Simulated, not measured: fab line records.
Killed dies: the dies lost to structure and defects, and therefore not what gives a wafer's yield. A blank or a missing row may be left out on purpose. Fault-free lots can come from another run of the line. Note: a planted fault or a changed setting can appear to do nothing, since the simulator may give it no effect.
fab line records + flow sky130
record
- lots=7
- wafers=21
- lastDay=50
route steps=708 shown VIA4@645 METAL5@661 PAD_OPEN@708
lots that met no fault: taken from a fault-free run of the same line
startH: the number of hours between the record's first day and the start of the first shown wafer of the lot + waitH: how many hours have passed since the lot's step before this one + " same as the row above + L1.1+2: several wafers, shown together as one row + - either no value or no given start + * or withheld: withheld + < > ~ a bound
route shown NAME@n: NAME is a module with steps in the file, n the number in the route of the first one + usual: mean and standard deviation over wafers with no fault + same: alike in all rows + chamber/n: place in a boat + sites: readings site by site + _std_site: standard deviation of those values + _edge_site: outer sites' mean less inner sites' + radiusMm: for every site, how far away it sits from the centre of the wafer + mask NAME#n: copy n + behind: tool/chamber where the wafer was last shaped + hold: the reason the lot was held/the length of the hold in hours/how it ended + device: the transistor (n, p or np) that didn't switch + end of line: at the end of the route, the tests of the same wafers + step lacking rows: just its recipe + killed: not the wafer's yield, but the dies lost to structure and defects at the first sort + map: a wafer's dies, x killed, . not, _ none there
set.NAME: the setting the step ran with; set.NAME@STEP: the setting that earlier step ran with + model.NAME: the simulator's own value behind a step, which no gauge read
a table for each step, a row for each wafer; lots at some steps of the route
services: a tool's chamber out of use, with start hour (startH, from the record's first day; less than 0 if before it), hours out, and reason
## steps
# step SKY_VIA4_COAT_06
# recipe
- resist=NOVOLAK
- spinRpm=3000
- resistThkNm=1140
# step SKY_VIA4_SOFTBAKE_07
# recipe
- tempC=90
- timeS=60
- resist=NOVOLAK
# step SKY_VIA4_EXPOSE_08
# recipe
- maskId=VIM4
- na=0.6
- sourceShape=conventional
- sigmaOuter=0.6
- polarization=unpolarized
- targetCdNm=800
- doseMj=132
# step SKY_VIA4_PEB_09
# recipe
- tempC=withheld
- timeS=*
- resist=NOVOLAK
# step SKY_VIA4_DEVELOP_10
# recipe
- resist=NOVOLAK
- developer=TMAH
- developTimeS=60
- devTempC=23
# step SKY_VIA4_OVL_MEAS_11
# usual
- VIA4_OVL=0.2/1.5
| lot.wafer | tool       | chamber | startH  | waitH | VIA4_OVL[nm] |
|-----------|------------|---------|---------|-------|--------------|
| L939.1    | overlay-01 | -       | 1043.53 | 0.1   | -4.1         |
| L939.4    | "          | -       | "       | "     | -2.7         |
| L939.5    | "          | -       | "       | "     | -2.7         |
| L942.2    | overlay-02 | -       | 1070.24 | 0.1   | 0.3          |
| L942.4    | "          | -       | "       | "     | 1.3          |
| L942.5    | "          | -       | "       | "     | 2.5          |
| L948.3    | overlay-01 | -       | 1103.80 | 0.1   | -1.9         |
| L948.4    | "          | -       | "       | "     | 1.4          |
| L948.6    | "          | -       | "       | "     | -1.6         |
| L949.2    | overlay-02 | -       | 1105.05 | 0.1   | -3.3         |
| L949.4    | "          | -       | "       | "     | -1.3         |
| L949.5    | "          | -       | "       | "     | 0.2          |
| L950.1    | overlay-02 | -       | 1112.69 | 0.1   | 1.5          |
| L950.3    | "          | -       | "       | "     | -0.1         |
| L950.5    | "          | -       | "       | "     | 0.0          |
| L951.1    | overlay-02 | -       | 1149.36 | 0.1   | 0.1          |
| L951.3    | "          | -       | "       | "     | 0.2          |
| L951.5    | "          | -       | "       | "     | 0.9          |
| L955.2    | overlay-01 | -       | 1150.15 | 0.1   | -0.6         |
| L955.3    | "          | -       | "       | "     | 0.9          |
| L955.4    | "          | -       | "       | "     | -0.7         |
# step SKY_VIA4_ETCH_12
# recipe
- target=SiO2
- chemistry=C4F8/O2/Ar
- stopOn=TiN
- maskMaterial=NOVOLAK
- sourceW=1500
- biasW=1200
- pressureMtorr=40
- c4f8FlowSccm=withheld
- O2_flow_sccm=6
- Ar_flow_sccm=300
- timeS=withheld
- targetDepthA=5800
# usual
- oesProductAu=0.926/0.0049
| lot.wafer | tool       | chamber | startH  | waitH | oesProductAu |
|-----------|------------|---------|---------|-------|--------------|
| L939.1    | rieDiel-04 | 3       | 1043.56 | 0.0   | 0.925        |
| L939.4    | "          | 2       | "       | "     | 0.926        |
| L939.5    | "          | 3       | "       | "     | 0.915        |
| L942.2    | rieDiel-03 | 2       | 1070.27 | 0.0   | 0.921        |
| L942.4    | "          | 0       | "       | "     | 0.929        |
| L942.5    | "          | 2       | "       | "     | 0.932        |
| L948.3    | rieDiel-04 | 3       | 1103.83 | 0.0   | 0.929        |
| L948.4    | "          | 3       | "       | "     | 0.930        |
| L948.6    | "          | 2       | "       | "     | 0.927        |
| L949.2    | rieDiel-04 | 2       | 1105.08 | 0.0   | 0.925        |
| L949.4    | "          | 1       | "       | "     | 0.927        |
| L949.5    | "          | 2       | "       | "     | 0.930        |
| L950.1    | rieDiel-01 | 1       | 1112.73 | 0.0   | 0.924        |
| L950.3    | "          | 3       | "       | "     | 0.916        |
| L950.5    | "          | 1       | "       | "     | 0.926        |
| L951.1    | rieDiel-03 | 2       | 1149.40 | 0.0   | 0.918        |
| L951.3    | "          | 0       | "       | "     | 0.927        |
| L951.5    | "          | 2       | "       | "     | 0.930        |
| L955.2    | rieDiel-04 | 3       | 1150.18 | 0.0   | 0.920        |
| L955.3    | "          | 1       | "       | "     | 0.926        |
| L955.4    | "          | 0       | "       | "     | 0.923        |
# step SKY_VIA4_STRIP_13
# recipe
- chemistry=O2/N2
- powerW=1400
- pressureMtorr=1500
- platenTempC=withheld
- o2FlowSccm=3000
- n2FlowSccm=300
- overashFraction=0.5
# usual
- drypumpMotorCurrentA=5.8/0.38
- o2FlowSccm=3001/9.1
- oesProductAu=0.710/0.0043
- stripTimeToEndpointS=12.807/0.029
| lot.wafer | tool           | chamber | startH  | waitH | drypumpMotorCurrentA | o2FlowSccm | oesProductAu | rfHoursCounterH | stripTimeToEndpointS |
|-----------|----------------|---------|---------|-------|----------------------|------------|--------------|-----------------|----------------------|
| L939.1    | plasmaAsher-03 | 1       | 1043.64 | -     | 5.7                  | 2995       | 0.713        | 63              | 12.834               |
| L939.4    | "              | 0       | "       | "     | 5.1                  | 3000       | 0.710        | -               | 12.840               |
| L939.5    | "              | 0       | "       | "     | 5.1                  | 3004       | 0.710        | -               | 12.839               |
| L942.2    | plasmaAsher-03 | 1       | 1070.34 | -     | 5.7                  | 3013       | 0.715        | 67              | 12.767               |
| L942.4    | "              | 1       | "       | "     | 5.8                  | 3006       | 0.709        | -               | 12.761               |
| L942.5    | "              | 1       | "       | "     | 5.7                  | 3006       | 0.708        | -               | 12.817               |
| L948.3    | plasmaAsher-03 | 0       | 1103.93 | -     | 5.1                  | 3001       | 0.702        | -               | 12.830               |
| L948.4    | "              | 1       | "       | "     | 5.8                  | 2997       | 0.709        | -               | 12.816               |
| L948.6    | "              | 0       | "       | "     | 5.0                  | 2994       | 0.706        | -               | 12.832               |
| L949.2    | plasmaAsher-02 | 0       | 1105.15 | -     | 6.3                  | 3001       | 0.705        | 5               | 12.849               |
| L949.4    | "              | 0       | "       | "     | 6.3                  | 3000       | 0.707        | -               | 12.788               |
| L949.5    | "              | 1       | "       | "     | 5.7                  | 3008       | 0.717        | -               | 12.775               |
| L950.1    | plasmaAsher-04 | 1       | 1112.80 | -     | 5.8                  | 2998       | 0.709        | 34              | 12.828               |
| L950.3    | "              | 1       | "       | "     | 5.8                  | 3003       | 0.717        | -               | 12.800               |
| L950.5    | "              | 0       | "       | "     | 6.0                  | 2997       | 0.709        | -               | 12.817               |
| L951.1    | plasmaAsher-02 | 1       | 1149.47 | -     | 5.7                  | 3006       | 0.712        | 11              | 12.845               |
| L951.3    | "              | 1       | "       | "     | 5.7                  | 3005       | 0.710        | -               | 12.762               |
| L951.5    | "              | 0       | "       | "     | 6.4                  | 2989       | 0.709        | -               | 12.795               |
| L955.2    | plasmaAsher-04 | 1       | 1150.25 | -     | 5.8                  | 3017       | 0.710        | 39              | 12.818               |
| L955.3    | "              | 1       | "       | "     | 5.8                  | 3004       | 0.702        | -               | 12.817               |
| L955.4    | "              | 0       | "       | "     | 6.0                  | 3000       | 0.711        | -               | 12.814               |
# step SKY_VIA4_STRIP_14
# recipe
- chemistry=postEtchResidueRemover
- timeS=1200
- tempC=72.5
# step SKY_VIA4_CLEAN_15
# recipe
- chemistry=IPA
- timeS=180
- tempC=25
# step SKY_VIA4_CLEAN_16
# recipe
- chemistry=O3/DIW
- dry=n2Spin
# step SKY_VIA4_SPUTTER_17
# recipe
- material=TiN
- targetThkNm=20
- chamberPressurePa=5
- powerW=4000
- timeS=80
# usual
- throttleValvePct=30.4/1.2
# same
- timeS=80
| lot.wafer | tool          | chamber | startH  | waitH | throttleValvePct |
|-----------|---------------|---------|---------|-------|------------------|
| L939.1    | pvdSputter-04 | -       | 1044.66 | 0.0   | 32.5             |
| L939.4    | "             | -       | "       | "     | 29.4             |
| L939.5    | "             | -       | "       | "     | 32.6             |
| L942.2    | pvdSputter-03 | -       | 1070.97 | 0.0   | 29.5             |
| L942.4    | "             | -       | "       | "     | 31.1             |
| L942.5    | "             | -       | "       | "     | 31.9             |
| L948.3    | pvdSputter-03 | -       | 1104.49 | 0.0   | 29.0             |
| L948.4    | "             | -       | "       | "     | 32.2             |
| L948.6    | "             | -       | "       | "     | 28.8             |
| L949.2    | pvdSputter-03 | -       | 1105.74 | 0.0   | 31.9             |
| L949.4    | "             | -       | "       | "     | 31.4             |
| L949.5    | "             | -       | "       | "     | 29.4             |
| L950.1    | pvdSputter-02 | -       | 1113.40 | 0.0   | 31.0             |
| L950.3    | "             | -       | "       | "     | 29.7             |
| L950.5    | "             | -       | "       | "     | 31.0             |
| L951.1    | pvdSputter-04 | -       | 1150.07 | 0.0   | 29.6             |
| L951.3    | "             | -       | "       | "     | 30.8             |
| L951.5    | "             | -       | "       | "     | 29.7             |
| L955.2    | pvdSputter-04 | -       | 1150.85 | 0.0   | 29.6             |
| L955.3    | "             | -       | "       | "     | 30.5             |
| L955.4    | "             | -       | "       | "     | 29.8             |
# step SKY_VIA4_CVD_18
# recipe
- material=W
- targetThkNm=505
- timeS=152.14
- tempC=400
- pressureTorr=40
# usual
- heaterPowerW=825/71
- susceptorTempC=399.95/0.24
# same
- timeS=152.14
| lot.wafer | tool    | chamber | startH  | waitH | heaterPowerW | susceptorTempC | model.W_of_VIA4_CVD_18.thkNm |
|-----------|---------|---------|---------|-------|--------------|----------------|------------------------------|
| L939.1    | cvdW-01 | 1       | 1044.72 | 0.0   | 884          | 399.79         | 497.7                        |
| L939.4    | "       | 0       | "       | "     | 876          | 400.51         | 500.3                        |
| L939.5    | "       | 0       | "       | "     | 880          | 400.40         | 497.3                        |
| L942.2    | cvdW-01 | 1       | 1071.03 | 0.0   | 887          | 399.77         | 496.2                        |
| L942.4    | "       | 0       | "       | "     | 876          | 399.76         | 496                          |
| L942.5    | "       | 0       | "       | "     | 864          | 399.75         | 501.5                        |
| L948.3    | cvdW-01 | 0       | 1104.60 | 0.1   | 851          | 394.65         | 452.5                        |
| L948.4    | "       | 1       | "       | "     | 889          | 399.76         | 498.8                        |
| L948.6    | "       | 1       | "       | "     | 878          | 400.33         | 497.8                        |
| L949.2    | cvdW-01 | 0       | 1105.80 | 0.0   | 862          | 394.81         | 450.4                        |
| L949.4    | "       | 0       | "       | "     | 857          | 394.74         | 453.9                        |
| L949.5    | "       | 0       | "       | "     | 854          | 394.52         | 456.8                        |
| L950.1    | cvdW-01 | 0       | 1113.46 | 0.0   | 853          | 394.62         | 453.2                        |
| L950.3    | "       | 0       | "       | "     | 826          | 394.50         | 461.2                        |
| L950.5    | "       | 0       | "       | "     | 841          | 394.54         | 455.2                        |
| L951.1    | cvdW-02 | 0       | 1150.13 | 0.0   | 780          | 400.14         | 506.1                        |
| L951.3    | "       | 1       | "       | "     | 716          | 399.87         | 502.4                        |
| L951.5    | "       | 1       | "       | "     | 718          | 399.75         | 503.2                        |
| L955.2    | cvdW-02 | 0       | 1150.91 | 0.0   | 772          | 400.40         | 512.2                        |
| L955.3    | "       | 1       | "       | "     | 703          | 399.48         | 497.6                        |
| L955.4    | "       | 0       | "       | "     | 767          | 400.58         | 511.8                        |
# step SKY_VIA4_RS_MEAS_19
# recipe
- thkMeasGauge=four-point-probe
- reads=W_of_VIA4_CVD_18+TiN_of_VIA4_SPUTTER_17
# usual
- VIA4_W_RS=0.2276/0.0029
| lot.wafer | tool         | chamber | startH  | waitH | VIA4_W_RS[ohm/sq] |
|-----------|--------------|---------|---------|-------|-------------------|
| L939.1    | filmMetro-04 | -       | 1044.88 | 0.1   | 0.2303            |
| L939.4    | "            | -       | "       | "     | 0.2292            |
| L939.5    | "            | -       | "       | "     | 0.2298            |
| L942.2    | filmMetro-03 | -       | 1071.20 | 0.1   | 0.2297            |
| L942.4    | "            | -       | "       | "     | 0.2305            |
| L942.5    | "            | -       | "       | "     | 0.2278            |
| L948.3    | filmMetro-03 | -       | 1104.74 | 0.1   | 0.2529            |
| L948.4    | "            | -       | "       | "     | 0.2293            |
| L948.6    | "            | -       | "       | "     | 0.2294            |
| L949.2    | filmMetro-04 | -       | 1105.97 | 0.1   | 0.2541            |
| L949.4    | "            | -       | "       | "     | 0.2521            |
| L949.5    | "            | -       | "       | "     | 0.2511            |
| L950.1    | filmMetro-03 | -       | 1113.61 | 0.1   | 0.2521            |
| L950.3    | "            | -       | "       | "     | 0.2483            |
| L950.5    | "            | -       | "       | "     | 0.2513            |
| L951.1    | filmMetro-02 | -       | 1150.29 | 0.1   | 0.2263            |
| L951.3    | "            | -       | "       | "     | 0.2279            |
| L951.5    | "            | -       | "       | "     | 0.2269            |
| L955.2    | filmMetro-02 | -       | 1151.08 | 0.1   | 0.2237            |
| L955.3    | "            | -       | "       | "     | 0.2298            |
| L955.4    | "            | -       | "       | "     | 0.2234            |
# step SKY_VIA4_THK_MEAS_20
# recipe
- thkMeasGauge=xrf
- reads=W_of_VIA4_CVD_18
# usual
- VIA4_W_THK=509/7.7
| lot.wafer | tool         | chamber | startH  | waitH | VIA4_W_THK[nm] |
|-----------|--------------|---------|---------|-------|----------------|
| L939.1    | filmMetro-04 | -       | 1045.00 | 0.1   | 503            |
| L939.4    | "            | -       | "       | "     | 509            |
| L939.5    | "            | -       | "       | "     | 504            |
| L942.2    | filmMetro-03 | -       | 1071.31 | 0.1   | 501            |
| L942.4    | "            | -       | "       | "     | 501            |
| L942.5    | "            | -       | "       | "     | 508            |
| L948.3    | filmMetro-03 | -       | 1104.84 | 0.1   | 456            |
| L948.4    | "            | -       | "       | "     | 507            |
| L948.6    | "            | -       | "       | "     | 504            |
| L949.2    | filmMetro-04 | -       | 1106.08 | 0.1   | 456            |
| L949.4    | "            | -       | "       | "     | 460            |
| L949.5    | "            | -       | "       | "     | 463            |
| L950.1    | filmMetro-03 | -       | 1113.73 | 0.1   | 457            |
| L950.3    | "            | -       | "       | "     | 465            |
| L950.5    | "            | -       | "       | "     | 461            |
| L951.1    | filmMetro-02 | -       | 1150.41 | 0.1   | 512            |
| L951.3    | "            | -       | "       | "     | 510            |
| L951.5    | "            | -       | "       | "     | 509            |
| L955.2    | filmMetro-02 | -       | 1151.19 | 0.1   | 519            |
| L955.3    | "            | -       | "       | "     | 504            |
| L955.4    | "            | -       | "       | "     | 519            |
# step SKY_VIA4_CMP_21
# recipe
- stopOn=SiO2
- tOverpolishS=25
- downForcePsi=3.5
- platenRpm=60
- targetThkNm=0
- padVelocityMS=0.94248
# usual
- motorCurrentA=11.4/1.1
- timeToEndpointS=122/4.6
| lot.wafer | tool   | chamber | startH  | waitH | motorCurrentA | timeToEndpointS |
|-----------|--------|---------|---------|-------|---------------|-----------------|
| L939.4    | cmp-01 | 1       | 1045.06 | 0.0   | 12.2          | 124             |
| L939.1    | "      | 3       | "       | "     | 11.5          | 126             |
| L939.5    | "      | 1       | "       | "     | 11.4          | 123             |
| L942.2    | cmp-01 | 0       | 1071.56 | 0.2   | 11.9          | 114             |
| L942.4    | "      | 2       | "       | "     | 10.6          | 121             |
| L942.5    | "      | 0       | "       | "     | 12.4          | 114             |
| L948.4    | cmp-01 | 3       | 1104.93 | 0.1   | 11.1          | 125             |
| L948.3    | "      | 0       | "       | "     | 12.6          | 105             |
| L948.6    | "      | 2       | "       | "     | 10.3          | 126             |
| L949.2    | cmp-02 | 2       | 1106.18 | 0.1   | 13.7          | 101             |
| L949.4    | "      | 3       | "       | "     | 11.5          | 109             |
| L949.5    | "      | 2       | "       | "     | 13.2          | 102             |
| L950.1    | cmp-01 | 2       | 1113.84 | 0.1   | 11.4          | 117             |
| L950.3    | "      | 0       | "       | "     | 12.2          | 105             |
| L950.5    | "      | 2       | "       | "     | 11.1          | 114             |
| L951.1    | cmp-02 | 3       | 1150.47 | 0.1   | 10.9          | 126             |
| L951.3    | "      | 0       | "       | "     | 10.3          | 122             |
| L951.5    | "      | 3       | "       | "     | 11.7          | 125             |
| L955.2    | cmp-01 | 2       | 1151.25 | 0.0   | 11.1          | 126             |
| L955.4    | "      | 3       | "       | "     | 11.3          | 129             |
| L955.3    | "      | 1       | "       | "     | 11.4          | 123             |
# step SKY_METAL5_SPUTTER_00
# recipe
- material=Ti
- targetThkNm=15
- powerW=3000
- timeS=10
- chamberPressurePa=0.4
# usual
- throttleValvePct=30.3/1.1
# same
- timeS=10
| lot.wafer | tool          | chamber | startH  | waitH | throttleValvePct |
|-----------|---------------|---------|---------|-------|------------------|
| L939.1    | pvdSputter-02 | -       | 1045.36 | 0.1   | 31.4             |
| L939.4    | "             | -       | "       | "     | 29.9             |
| L939.5    | "             | -       | "       | "     | 29.5             |
| L942.2    | pvdSputter-02 | -       | 1071.86 | 0.2   | 29.9             |
| L942.4    | "             | -       | "       | "     | 31.2             |
| L942.5    | "             | -       | "       | "     | 30.0             |
| L948.3    | pvdSputter-02 | -       | 1105.18 | 0.1   | 31.3             |
| L948.4    | "             | -       | "       | "     | 27.9             |
| L948.6    | "             | -       | "       | "     | 29.7             |
| L949.2    | pvdSputter-02 | -       | 1106.43 | 0.2   | 27.9             |
| L949.4    | "             | -       | "       | "     | 29.9             |
| L949.5    | "             | -       | "       | "     | 29.9             |
| L950.1    | pvdSputter-04 | -       | 1114.09 | 0.2   | 29.3             |
| L950.3    | "             | -       | "       | "     | 32.6             |
| L950.5    | "             | -       | "       | "     | 30.7             |
| L951.1    | pvdSputter-02 | -       | 1150.77 | 0.2   | 29.7             |
| L951.3    | "             | -       | "       | "     | 29.6             |
| L951.5    | "             | -       | "       | "     | 29.8             |
| L955.2    | pvdSputter-04 | -       | 1151.55 | 0.2   | 30.7             |
| L955.3    | "             | -       | "       | "     | 32.3             |
| L955.4    | "             | -       | "       | "     | 29.9             |
# step SKY_PAD_OPEN_PROBE_99
# usual
- defectLimitedYield=82.6/1.9
- killed_at_M0_to_M3=43/7.3
- killed_at_M4_up=3.0/2
- killedAtContacts=24/5.2
- killedAtFrontEnd=15/4.4
- killedAtOther=0.2/0.48
- killedDies=86/9.1
- killedOpen=47/7.3
- killedShort=38/6.4
- sort_bin_3_pad_short=0.8/0.38
- sort_bin_5_function=10.5/1.4
- sort_bin_6_memory=6.1/1.1
- sortNPass=406/9.1
- sortYieldPct=82.6/1.9
# same
- grossDies=492
- killedAtBackSide=0
- sort_bin_4_leakage[%]=0
- sort_bin_8_speed[%]=0
| lot.wafer | tool      | chamber | startH  | waitH | defectLimitedYield[%] | killed_at_M0_to_M3 | killed_at_M4_up | killedAtContacts | killedAtFrontEnd | killedAtOther | killedDies | killedOpen | killedShort | sort_bin_3_pad_short[%] | sort_bin_5_function[%] | sort_bin_6_memory[%] | sortNPass | sortYieldPct[%] |
|-----------|-----------|---------|---------|-------|-----------------------|--------------------|-----------------|------------------|------------------|---------------|------------|------------|-------------|-------------------------|------------------------|----------------------|-----------|-----------------|
| L942.2    | prober-02 | -       | 1135.27 | 0.1   | 83.5                  | 46                 | 2               | 22               | 10               | 1             | 81         | 41         | 39          | 0.6                     | 10.0                   | 5.9                  | 411       | 83.5            |
| L942.4    | prober-02 | -       | 1135.37 | 0.2   | 80.5                  | 48                 | 7               | 29               | 12               | 0             | 96         | 52         | 44          | 1.0                     | 10.4                   | 8.1                  | 396       | 80.5            |
| L942.5    | prober-02 | -       | 1135.42 | 0.2   | 82.5                  | 47                 | 4               | 23               | 12               | 0             | 86         | 54         | 31          | 0.2                     | 9.1                    | 8.1                  | 406       | 82.5            |
| L955.2    | prober-02 | -       | 1205.36 | 0.1   | 84.8                  | 34                 | 3               | 22               | 14               | 2             | 75         | 44         | 30          | 0.2                     | 10.2                   | 4.9                  | 417       | 84.8            |
| L955.3    | prober-02 | -       | 1205.41 | 0.2   | 82.7                  | 43                 | 7               | 17               | 18               | 0             | 85         | 40         | 44          | 0.8                     | 11.0                   | 5.5                  | 407       | 82.7            |
| L955.4    | prober-02 | -       | 1205.46 | 0.2   | 84.1                  | 42                 | 3               | 20               | 13               | 0             | 78         | 40         | 37          | 0.6                     | 9.6                    | 5.7                  | 414       | 84.1            |
# killed by level:class
L942.2 VIA1:geometricParticle:open=11 LI_CONTACT:geometricParticle:open=9 VIA2:geometricParticle:open=8 CONTACT:geometricParticle:open=6 METAL1:geometricParticle:short=6 VIA1:geometricParticle:short=5 VIA2:geometricParticle:short=5 VIA3:geometricParticle:open=5
L942.4 VIA1:geometricParticle:open=14 VIA2:geometricParticle:open=9 LI_CONTACT:geometricParticle:open=9 CONTACT:geometricParticle:open=8 VIA1:geometricParticle:short=8 CONTACT:geometricParticle:short=6 POLY_GATE:geometricParticle:short=5 METAL2:geometricParticle:short=4
L942.5 CONTACT:geometricParticle:open=12 VIA3:geometricParticle:open=10 VIA1:geometricParticle:open=9 VIA1:geometricParticle:short=7 VIA2:geometricParticle:open=6 METAL2:geometricParticle:short=5 LI_CONTACT:geometricParticle:open=4 FIELD_ISO:geometricParticle:open=3
L955.2 VIA1:geometricParticle:open=7 POLY_GATE:geometricParticle:open=6 CONTACT:geometricParticle:open=6 CONTACT:geometricParticle:short=6 VIA2:geometricParticle:open=5 VIA3:geometricParticle:short=5 VIA3:geometricParticle:open=5 LI_CONTACT:geometricParticle:open=4
L955.3 VIA1:geometricParticle:open=9 FIELD_ISO:geometricParticle:short=8 LI_CONTACT:geometricParticle:open=7 METAL1:geometricParticle:short=6 METAL2:geometricParticle:short=6 VIA2:geometricParticle:open=5 CONTACT:geometricParticle:open=4 VIA2:geometricParticle:short=4
L955.4 VIA1:geometricParticle:open=8 METAL2:geometricParticle:short=7 CONTACT:geometricParticle:open=6 LI_CONTACT:geometricParticle:open=5 VIA3:geometricParticle:open=5 POLY_GATE:geometricParticle:open=4 LI_CONTACT:geometricParticle:short=4 METAL3:geometricParticle:short=4
## services
| tool           | chamber | startH  | hours | kind                  |
|----------------|---------|---------|-------|-----------------------|
| pvdSputter-02  | -       | 1020.58 | 1.4   | repair                |
| cmp-01         | -       | 1027.87 | 0.6   | repair                |
| cmp-02         | -       | 1037.68 | 2.7   | repair                |
| pvdSputter-02  | 2       | 1050.81 | -     | consumableReplace:kit |
| pvdSputter-02  | 2       | 1050.81 | 18.0  | scheduledDown         |
| pvdSputter-02  | 2       | 1050.81 | 18.0  | ventCycle             |
| plasmaAsher-02 | -       | 1055.25 | 9.0   | pm                    |
| cmp-02         | -       | 1059.04 | 1.5   | repair                |
| pvdSputter-02  | -       | 1059.43 | 1.3   | repair                |
| pvdSputter-04  | -       | 1066.95 | 3.3   | repair                |
| cmp-02         | -       | 1067.79 | 4.0   | pm                    |
| cmp-02         | -       | 1068.87 | 0.7   | repair                |
| cvdW-02        | -       | 1070.80 | 0.5   | repair                |
| rieDiel-03     | 1       | 1074.56 | 10.7  | repair                |
| plasmaAsher-03 | -       | 1074.97 | 8.5   | repair                |
| cvdW-01        | 0       | 1079.63 | 9.6   | repair                |
| rieDiel-04     | 0       | 1101.59 | 8.6   | repair                |
| rieDiel-01     | -       | 1102.41 | 0.7   | repair                |
| cvdW-02        | -       | 1105.29 | 6.0   | pm                    |
| cvdW-02        | -       | 1112.54 | 3.8   | pm                    |
| rieDiel-04     | 3       | 1136.24 | 2.5   | repair                |
| rieDiel-01     | 3       | 1137.61 | 15.5  | repair                |
| cmp-01         | -       | 1146.31 | 1.9   | repair                |
| pvdSputter-02  | 1       | 1149.19 | -     | consumableReplace:kit |
## key
firstSign
- step=SKY_VIA4_CVD_18
- reading=susceptorTempC
- direction=down
- sigmas=22
- usual=*
- struck=*
effect
- step=SKY_VIA4_RS_MEAS_19
- reading=VIA4_W_RS
- direction=up
- sigmas=8.4
- usual=0.2276
- struck=0.2517
effect
- step=SKY_VIA4_THK_MEAS_20
- reading=VIA4_W_THK
- direction=down
- sigmas=6.4
- usual=509
- struck=460
effect
- step=SKY_VIA4_CMP_21
- reading=timeToEndpointS
- direction=down
- sigmas=3.1
- usual=*
- struck=*
modelEffect
- step=SKY_VIA4_CVD_18
- value=W_of_VIA4_CVD_18.thkNm
- without=498.9
- struck=454.7
metAt SKY_VIA4_CVD_18
struckWafers L948.3,L949.2,L949.4,L949.5,L950.1,L950.3,L950.5
onsetBetween 1071.03 1104.60
fault
- kind=processParameterDrift
- tool=cvdW-01
- chamber=0
- onsetH=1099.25
- steps=SKY_VIA4_CVD_18
- channel=tempC
- offset=*
- shape=step
- endH=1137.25
- actsIn=*
- stated=*
